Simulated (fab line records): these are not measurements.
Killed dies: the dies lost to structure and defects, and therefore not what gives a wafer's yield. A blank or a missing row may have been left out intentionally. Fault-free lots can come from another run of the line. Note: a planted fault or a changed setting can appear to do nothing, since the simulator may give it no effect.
fab line records	flow sky130
record lots=14	wafers=40	last-day=50
route steps=708 shown FIELD_ISO@15 DNWELL@44 NWELL@78
lots that met no fault: from a run of the same line without faults
start-h: hours from the record's first day to the start of the lot's first wafer shown	wait-h: hours from the lot's prior step to this one	" identical to the entry in the row above	L1.1+2: a row that stands for several wafers	- either no value or no given start	* or withheld: withheld	< > ~ a bound
route shown NAME@n: a module of which the file shows steps, and the number in the route of the first	usual: mean/standard deviation of fault-free wafers	same: alike in all rows	chamber/n: place in a boat	sites: per-site readings	_std_site: standard deviation across them	_edge_site: outer sites' mean less inner sites'	radius-mm: for every site, how far away it sits from the centre of the wafer	mask NAME#n: copy n	behind: tool/chamber where the wafer was last shaped	hold: what put the lot on hold/how long, in hours/how the hold closed	device: the transistor (n, p or np) that didn't switch	end of line: at the end of the route, the tests of the same wafers	a step given without rows: its recipe and nothing more	killed: dies that structure and defects cost at the first sort, which is not the same as the wafer's yield	map: a wafer's dies, x killed, . not, _ none there
set.NAME: the setting that was run; set.NAME@STEP: the one run at that earlier step	model.NAME: the simulator's own value behind a step, which no gauge read
route steps across a sampled set of lots; one table per step, one row per wafer
services: when a tool's chamber went out of use (start-h, in hours from the record's first day, below 0 if earlier), for how many hours, and the reason
## steps
# step SKY_FIELD_ISO_ETCH_14
# recipe chemistry=N2/H2	target=BARC	ion-energy-ev=200	source-w=500	bias-w=100	pressure-mtorr=30	n2-flow-sccm=100	h2-flow-sccm=200	stop-on=SiO2	time-s=45.9	target-depth-a=600
# usual drypump-motor-current-A=6.0/0.36	oes-product-au=0.854/0.0049	run-length-s=74.1/0.55	throttle-valve-pct=13.226/0.0093
lot.wafer	tool	chamber	start-h	wait-h	drypump-motor-current-A	oes-product-au	rf-hours-counter-h	run-length-s	throttle-valve-pct
L781.2	rie-diel-04	3	29.05	0.1	6.3	0.854	114	74.0	13.227
L781.3	"	0	"	"	5.7	0.860	118	74.0	13.226
L781.5	"	2	"	"	6.6	0.860	-	74.4	13.225
L782.4	rie-diel-03	2	33.49	0.0	5.3	0.854	60	74.3	13.216
L782.5	"	3	"	"	6.3	0.855	-	74.5	13.237
L782.6	"	2	"	"	5.3	0.853	-	74.3	13.249
L783.3	rie-diel-01	3	38.44	0.1	5.6	0.859	1	73.8	13.241
L783.4	"	3	"	"	5.5	0.849	-	73.1	13.231
L783.6	"	2	"	"	6.0	0.845	-	74.6	13.219
L784.1	rie-diel-04	3	43.75	0.1	6.3	0.854	114	74.5	13.213
L784.3	"	0	"	"	5.7	0.856	119	73.9	13.206
L784.6	"	2	"	"	6.6	0.855	-	74.2	13.234
L785.1	rie-diel-01	2	51.69	0.1	6.0	0.855	6	74.5	13.224
L785.2	"	3	"	"	5.5	0.849	2	73.2	13.220
L785.5	"	0	"	"	6.2	0.851	-	73.5	13.211
L786.2	rie-diel-03	1	57.54	0.1	5.5	0.844	16	73.0	13.231
L786.3	"	3	"	"	6.3	0.856	139	74.6	13.234
L786.6	"	0	"	"	6.0	0.851	-	74.6	13.212
L788.2	rie-diel-01	3	65.85	0.1	5.5	0.978	2	49.9	13.228
L788.4	"	0	"	"	6.2	0.864	-	73.2	13.239
L794.2	rie-diel-01	3	97.25	0.1	5.6	0.970	2	50.5	13.229
L794.6	"	0	"	"	6.2	1.007	-	49.9	13.239
L798.4	rie-diel-03	2	118.49	0.0	5.3	0.862	62	75.2	13.230
L798.5	"	0	"	"	6.0	0.855	-	74.0	13.231
L798.6	"	1	"	"	5.6	0.860	-	73.1	13.219
L799.3	rie-diel-03	1	122.64	0.1	5.6	0.852	17	73.0	13.230
L799.4	"	3	"	"	6.2	0.847	140	74.5	13.223
L799.6	"	1	"	"	5.6	0.856	-	73.2	13.232
L800.1	rie-diel-04	3	129.15	0.1	6.3	0.852	116	74.7	13.233
L800.5	"	3	"	"	6.3	0.845	-	74.0	13.229
L800.6	"	2	"	"	6.6	0.858	-	74.0	13.225
L802.3	rie-diel-04	2	136.69	0.1	6.6	0.854	67	74.0	13.235
L802.4	"	1	"	"	6.3	0.851	35	74.9	13.226
L802.5	"	1	"	"	6.3	0.849	-	74.6	13.239
L803.2	rie-diel-04	2	143.79	0.1	6.6	0.857	68	74.2	13.228
L803.4	"	2	"	"	6.6	0.857	-	74.0	13.237
L803.6	"	2	"	"	6.6	0.852	-	74.2	13.218
L804.1	rie-diel-03	0	149.04	0.1	6.0	0.857	9	74.0	13.222
L804.3	"	3	"	"	6.3	0.863	141	74.6	13.213
L804.6	"	3	"	"	6.2	0.848	-	74.9	13.220
# step SKY_FIELD_ISO_ETCH_15
# recipe chemistry=CHF3/O2	target-depth-nm=180	stop-on=Si	source-w=600	bias-w=200	pressure-mtorr=40	chf3-flow-sccm=50	O2_flow_sccm=5	time-s=72
# usual chf3-flow-sccm=49.98/0.13	drypump-motor-current-A=6.0/0.36	oes-product-au=0.946/0.0064	run-length-s=100.2/0.54	throttle-valve-pct=8.845/0.0089
lot.wafer	tool	chamber	start-h	wait-h	chf3-flow-sccm	drypump-motor-current-A	oes-product-au	rf-hours-counter-h	run-length-s	throttle-valve-pct
L781.2	rie-diel-04	3	29.09	0.0	49.81	6.4	0.945	114	100.2	8.849
L781.3	"	0	"	"	50.17	5.7	0.944	118	99.8	8.847
L781.5	"	2	"	"	49.93	6.6	0.941	-	100.5	8.851
L782.4	rie-diel-03	2	33.53	0.0	49.83	5.3	0.934	60	100.5	8.856
L782.5	"	3	"	"	50.03	6.2	0.942	-	101.0	8.850
L782.6	"	2	"	"	50.12	5.4	0.935	-	100.4	8.831
L783.3	rie-diel-01	3	38.48	0.0	49.87	5.5	0.940	1	99.3	8.856
L783.4	"	3	"	"	49.98	5.5	0.937	-	99.7	8.836
L783.6	"	2	"	"	49.93	5.9	0.940	-	100.6	8.864
L784.1	rie-diel-04	3	43.79	0.0	50.06	6.3	0.939	114	100.1	8.844
L784.3	"	0	"	"	50.15	5.7	0.946	119	99.8	8.837
L784.6	"	2	"	"	49.90	6.6	0.944	-	100.3	8.863
L785.1	rie-diel-01	2	51.73	0.0	49.86	5.9	0.948	6	100.4	8.829
L785.2	"	3	"	"	49.77	5.5	0.940	2	99.3	8.844
L785.5	"	0	"	"	50.05	6.2	0.950	-	99.6	8.839
L786.2	rie-diel-03	1	57.58	0.0	49.95	5.5	0.936	16	99.1	8.854
L786.3	"	3	"	"	50.04	6.3	0.946	139	100.8	8.845
L786.6	"	0	"	"	50.02	6.0	0.947	-	100.1	8.854
L788.2	rie-diel-01	3	65.89	0.0	50.05	5.5	0.367	2	99.5	8.674
L788.4	"	0	"	"	49.91	6.2	0.956	-	99.5	8.850
L794.2	rie-diel-01	3	97.29	0.0	49.96	5.5	0.375	2	99.8	8.675
L794.6	"	0	"	"	49.89	6.2	0.372	-	99.9	8.669
L798.4	rie-diel-03	2	118.53	0.0	50.00	5.3	0.947	62	100.8	8.841
L798.5	"	0	"	"	49.82	6.0	0.948	-	100.3	8.834
L798.6	"	1	"	"	50.11	5.6	0.945	-	99.1	8.847
L799.3	rie-diel-03	1	122.68	0.0	49.80	5.6	0.941	17	99.3	8.846
L799.4	"	3	"	"	50.18	6.2	0.948	140	100.8	8.847
L799.6	"	1	"	"	49.90	5.5	0.951	-	99.1	8.833
L800.1	rie-diel-04	3	129.19	0.0	49.97	6.3	0.958	116	100.9	8.850
L800.5	"	3	"	"	50.00	6.3	0.957	-	100.3	8.848
L800.6	"	2	"	"	49.93	6.6	0.950	-	100.0	8.845
L802.3	rie-diel-04	2	136.73	0.0	50.17	6.6	0.940	67	100.5	8.830
L802.4	"	1	"	"	49.97	6.2	0.938	35	100.4	8.848
L802.5	"	1	"	"	50.05	6.2	0.942	-	100.6	8.846
L803.2	rie-diel-04	2	143.85	0.0	49.69	6.6	0.947	68	100.1	8.825
L803.4	"	2	"	"	49.81	6.6	0.951	-	100.1	8.850
L803.6	"	2	"	"	50.00	6.6	0.950	-	100.4	8.846
L804.1	rie-diel-03	0	149.08	0.0	50.34	6.0	0.954	9	100.3	8.831
L804.3	"	3	"	"	50.00	6.2	0.944	141	100.6	8.834
L804.6	"	3	"	"	49.84	6.2	0.951	-	101.1	8.819
# step SKY_FIELD_ISO_STRIP_16
# recipe chemistry=O2/N2	power-w=1400	pressure-mtorr=1500	platen-temp-c=withheld	o2-flow-sccm=3000	n2-flow-sccm=300	overash-fraction=0.5
# usual drypump-motor-current-A=5.6/0.45	o2-flow-sccm=3001/8.6	oes-product-au=0.379/0.0048	strip-time-to-endpoint-s=3.58/0.048
lot.wafer	tool	chamber	start-h	wait-h	drypump-motor-current-A	o2-flow-sccm	oes-product-au	rf-hours-counter-h	strip-time-to-endpoint-s
L781.2	plasma-asher-03	1	29.15	0.0	5.3	3013	0.379	20	3.58
L781.3	"	0	"	"	6.4	3001	0.379	-	3.60
L781.5	"	0	"	"	6.5	3003	0.386	-	3.65
L782.4	plasma-asher-04	1	33.62	0.1	5.3	3005	0.375	-	3.64
L782.5	"	1	"	"	5.3	3003	0.380	-	3.58
L782.6	"	0	"	"	5.3	2989	0.381	-	3.64
L783.3	plasma-asher-02	1	38.57	0.1	5.4	3001	0.384	-	3.66
L783.4	"	0	"	"	5.5	3004	0.384	-	3.67
L783.6	"	0	"	"	5.5	3008	0.374	-	3.62
L784.1	plasma-asher-03	0	43.85	0.0	6.5	2996	0.374	22	3.54
L784.3	"	0	"	"	6.5	2980	0.378	-	3.53
L784.6	"	0	"	"	6.4	2997	0.377	-	3.59
L785.1	plasma-asher-02	0	51.79	0.0	5.5	2997	0.391	38	3.56
L785.2	"	1	"	"	5.4	2998	0.380	38	3.58
L785.5	"	0	"	"	5.5	2979	0.376	-	3.47
L786.2	plasma-asher-04	0	57.64	0.0	5.3	2997	0.375	37	3.53
L786.3	"	0	"	"	5.3	2986	0.383	-	3.58
L786.6	"	1	"	"	5.3	2996	0.378	-	3.56
L788.2	plasma-asher-03	1	65.95	0.0	5.3	2991	0.397	24	3.88
L788.4	"	1	"	"	5.3	3001	0.373	-	3.53
L794.2	plasma-asher-04	0	97.35	0.0	5.3	3009	0.393	41	3.86
L794.6	"	1	"	"	5.3	2992	0.386	-	3.78
L798.4	plasma-asher-03	1	118.62	0.1	5.3	3004	0.391	-	3.69
L798.5	"	1	"	"	5.3	3018	0.380	-	3.63
L798.6	"	0	"	"	6.5	2985	0.381	-	3.58
L799.3	plasma-asher-02	1	122.77	0.1	5.4	3006	0.380	-	3.53
L799.4	"	0	"	"	5.5	3000	0.377	-	3.54
L799.6	"	0	"	"	5.5	3003	0.375	-	3.56
L800.1	plasma-asher-03	1	129.25	0.0	5.4	2995	0.378	30	3.57
L800.5	"	1	"	"	5.4	3004	0.370	-	3.56
L800.6	"	0	"	"	6.4	3003	0.375	-	3.60
L802.3	plasma-asher-04	1	136.82	0.1	5.3	3010	0.375	-	3.64
L802.4	"	0	"	"	5.3	3004	0.383	-	3.55
L802.5	"	0	"	"	5.3	3003	0.380	-	3.48
L803.2	plasma-asher-04	0	143.94	0.1	5.3	2994	0.385	46	3.65
L803.4	"	0	"	"	5.3	3001	0.377	-	3.64
L803.6	"	0	"	"	5.3	2993	0.384	-	3.66
L804.1	plasma-asher-04	1	149.14	0.0	5.3	3007	0.373	46	3.58
L804.3	"	1	"	"	5.3	3010	0.385	-	3.57
L804.6	"	0	"	"	5.3	2997	0.374	-	3.57
# step SKY_DNWELL_TW_MEAS_09
# usual DNWELL_TW=1114/6.9
lot.wafer	tool	chamber	start-h	wait-h	DNWELL_TW
L781.2	film-metro-03	-	53.23	0.1	1114
L781.3	"	-	"	"	1115
L781.5	"	-	"	"	1116
L782.4	film-metro-02	-	57.15	0.1	1110
L782.5	"	-	"	"	1117
L782.6	"	-	"	"	1112
L783.3	film-metro-03	-	62.89	0.1	1107
L783.4	"	-	"	"	1116
L783.6	"	-	"	"	1111
L784.1	film-metro-02	-	67.47	0.1	1110
L784.3	"	-	"	"	1109
L784.6	"	-	"	"	1112
L785.1	film-metro-03	-	77.77	0.1	1121
L785.2	"	-	"	"	1117
L785.5	"	-	"	"	1118
L786.2	film-metro-03	-	81.13	0.1	1103
L786.3	"	-	"	"	1111
L786.6	"	-	"	"	1115
L788.4	film-metro-02	-	92.30	0.1	1108
L798.4	film-metro-03	-	143.45	0.1	1114
L798.5	"	-	"	"	1121
L798.6	"	-	"	"	1118
L799.3	film-metro-01	-	150.04	0.1	1116
L799.4	"	-	"	"	1117
L799.6	"	-	"	"	1118
L800.1	film-metro-01	-	156.62	0.1	1121
L800.5	"	-	"	"	1121
L800.6	"	-	"	"	1116
L802.3	film-metro-01	-	161.84	0.1	1128
L802.4	"	-	"	"	1128
L802.5	"	-	"	"	1125
L803.2	film-metro-01	-	169.39	0.1	1121
L803.4	"	-	"	"	1124
L803.6	"	-	"	"	1120
L804.1	film-metro-02	-	176.22	0.1	1104
L804.3	"	-	"	"	1104
L804.6	"	-	"	"	1102
# step SKY_NWELL_STRIP_25
# recipe chemistry=O2/N2	power-w=1400	pressure-mtorr=1500	platen-temp-c=withheld	o2-flow-sccm=3000	n2-flow-sccm=300	overash-fraction=0.5
# usual drypump-motor-current-A=5.8/0.56	o2-flow-sccm=3001/8.4	oes-product-au=0.722/0.0048	strip-time-to-endpoint-s=36.93/0.1
lot.wafer	tool	chamber	start-h	wait-h	drypump-motor-current-A	o2-flow-sccm	oes-product-au	rf-hours-counter-h	strip-time-to-endpoint-s
L781.2	plasma-asher-03	1	105.27	0.1	5.3	3003	0.716	28	37.01
L781.3	"	0	"	"	6.5	3004	0.713	-	37.08
L781.5	"	0	"	"	6.4	3009	0.719	-	37.07
L782.4	plasma-asher-03	0	109.58	0.1	6.5	3006	0.713	-	37.03
L782.5	"	0	"	"	6.5	3013	0.727	-	37.09
L782.6	"	1	"	"	5.4	2999	0.724	-	37.00
L783.3	plasma-asher-04	1	116.09	0.1	5.3	3006	0.726	-	36.97
L783.4	"	0	"	"	5.3	3001	0.719	-	36.79
L783.6	"	1	"	"	5.3	2997	0.715	-	36.83
L784.1	plasma-asher-04	1	120.17	0.1	5.3	3011	0.719	44	36.99
L784.3	"	0	"	"	5.3	3003	0.726	-	37.06
L784.6	"	1	"	"	5.3	3001	0.716	-	36.99
L785.1	plasma-asher-01	0	133.05	0.1	6.6	3017	0.718	1	36.82
L785.2	"	1	"	"	5.4	3009	0.718	1	36.89
L785.5	"	0	"	"	6.6	3009	0.729	-	36.96
L786.2	plasma-asher-04	1	135.86	0.1	5.3	3003	0.724	45	36.95
L786.3	"	1	"	"	5.3	2990	0.719	-	36.99
L786.6	"	1	"	"	5.3	3011	0.723	-	36.93
L788.4	plasma-asher-01	1	147.98	0.1	5.4	3004	0.724	-	36.97
L798.4	plasma-asher-01	0	204.95	0.1	6.6	2996	0.720	-	37.07
L798.5	"	1	"	"	5.4	3017	0.722	-	37.03
L798.6	"	0	"	"	6.6	3007	0.727	-	37.07
L799.3	plasma-asher-04	1	212.75	0.1	5.3	3007	0.725	-	37.02
L799.4	"	0	"	"	5.3	3017	0.723	-	36.96
L799.6	"	0	"	"	5.3	3004	0.718	-	36.93
L800.1	plasma-asher-04	0	222.22	0.1	5.3	3002	0.728	54	36.93
L800.5	"	1	"	"	5.3	3009	0.716	-	36.97
L800.6	"	0	"	"	5.3	2999	0.721	-	37.05
L802.3	plasma-asher-01	0	225.89	0.1	6.5	3018	0.724	-	36.95
L802.4	"	1	"	"	5.4	2989	0.721	-	36.93
L802.5	"	1	"	"	5.4	2980	0.726	-	36.93
L803.2	plasma-asher-03	1	235.40	0.1	5.4	3004	0.730	41	37.03
L803.4	"	1	"	"	5.4	2996	0.717	-	37.00
L803.6	"	1	"	"	5.4	3010	0.729	-	36.93
L804.1	plasma-asher-01	1	241.87	0.1	5.4	2999	0.717	12	37.03
L804.3	"	1	"	"	5.4	2981	0.726	-	37.02
L804.6	"	0	"	"	6.6	2984	0.717	-	37.11
## services
tool	chamber	start-h	hours	kind
rie-diel-04	0	9.48	12.6	repair
rie-diel-01	2	27.64	8.9	repair
rie-diel-04	1	28.37	4.6	repair
rie-diel-01	1	31.95	23.4	repair
rie-diel-04	1	38.29	17.1	repair
rie-diel-01	1	63.16	16.1	repair
plasma-asher-01	-	108.83	9.0	pm
plasma-asher-02	-	125.23	0.4	repair
rie-diel-04	-	133.10	0.9	repair
rie-diel-01	2	133.73	15.0	repair
rie-diel-04	0	140.48	67.8	repair
rie-diel-04	3	143.32	3.2	repair
rie-diel-01	0	155.80	15.1	repair
rie-diel-04	1	178.57	7.0	repair
plasma-asher-03	-	181.63	1.3	repair
plasma-asher-01	-	184.97	2.3	repair
rie-diel-01	3	189.63	2.9	repair
rie-diel-04	1	190.13	25.3	repair
rie-diel-03	0	202.71	10.1	repair
rie-diel-03	3	222.78	-	clean
rie-diel-03	3	222.78	32.5	scheduled-down
rie-diel-04	0	225.91	6.8	repair
rie-diel-01	-	227.10	2.3	repair
rie-diel-01	3	230.48	4.0	repair
## key
first-sign step=SKY_FIELD_ISO_ETCH_14	reading=run-length-s	direction=down	sigmas=44	usual=*	struck=*
effect step=SKY_FIELD_ISO_ETCH_14	reading=oes-product-au	direction=up	sigmas=27	usual=0.854	struck=0.985
effect step=SKY_FIELD_ISO_ETCH_15	reading=oes-product-au	direction=down	sigmas=90	usual=0.946	struck=0.371
effect step=SKY_FIELD_ISO_STRIP_16	reading=strip-time-to-endpoint-s	direction=up	sigmas=5.5	usual=*	struck=*
met-at SKY_FIELD_ISO_ETCH_14
struck-lots L788,L794
struck-wafers L788.2,L794.2,L794.6
later-rows-left-out L788.2,L794.2,L794.6
sort-left-out L788.2,L794.2,L794.6
tester-left-out L788,L794
not-acting-at SKY_DNWELL_TW_MEAS_09,SKY_NWELL_STRIP_25
onset-between 51.69 65.85
fault kind=process-parameter-drift	tool=rie-diel-01	chamber=-	onset-h=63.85	steps=SKY_FIELD_ISO_ETCH_14	channel=time-s	offset=*	shape=step	end-h=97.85	scope=struck-wafers-only	acts-in=*	stated=*
# tester-left-out: of these lots the tester's yield and bins aren't shown, on N5 and GAA mostly nor the transistor test; their killed dies are dies lost to structure and defects alone, not to doping, threshold or leakage, so they don't give the yield
# sort-left-out: the simulated sort isn't trusted on such a fault, so these wafers' sort isn't shown, and their yield isn't known
# later-rows-left-out: the simulator's readings of these wafers behind a module that went badly wrong aren't trusted and aren't shown, but for the sort
